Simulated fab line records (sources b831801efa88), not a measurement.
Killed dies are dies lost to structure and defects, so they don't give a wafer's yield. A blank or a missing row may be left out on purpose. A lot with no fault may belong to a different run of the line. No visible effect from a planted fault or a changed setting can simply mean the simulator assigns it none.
Chamber matching    flow gf180mcu    GF_V1_ETCH_16 on rieDiel-01 has 4 sister chambers
The step etches BARC in N2/H2. 4 wafers are shown with their chamber, then 7 later ones without.

== WAFERS PAIRED WITH THEIR CHAMBERS ==
wafer   chamber  throttleValvePct (%)
L850.5  0        13.224
L850.6  3        13.214
L852.1  1        13.220
L852.3  2        13.232

== WAFERS WHOSE CHAMBER IS MISSING ==
wafer   throttleValvePct (%)
L852.5  13.226
L853.1  13.228
L853.5  13.229
L853.6  13.227
L862.1  13.209
L862.3  13.225
L862.5  13.217

== WHICH CHAMBER EACH ONE RAN IN ==
wafer   from the rows above           in truth
L852.5  can't be placed: 0 or 2 or 1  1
L853.1  can't be placed: 0 or 2 or 1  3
L853.5  can't be placed: 2 or 0 or 1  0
L853.6  can't be placed: 0 or 2 or 1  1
L862.1  can't be placed: 3 or 1       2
L862.3  can't be placed: 0 or 1 or 2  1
L862.5  can't be placed: 1 or 3 or 0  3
Placed correctly: 0 of 7. From these rows, 7 cannot be placed; in 5 the true chamber is one of the candidates. 0 placed wrongly.
How it was worked out, from the rows above alone: a wafer's distance from a chamber is the root of the sum, over the readings, of the square of ((its reading less the chamber's mean) divided by the reading's scatter). If the next closest chamber is less than 2 further off than the closest, the wafer can't be placed; otherwise it belongs to the closest. For every chamber, the mean is computed from those of its wafers that are shown. The scatter (one wafer shown for each chamber): square how far every hidden wafer sits from the nearest shown wafer, average those squares and take the square root.
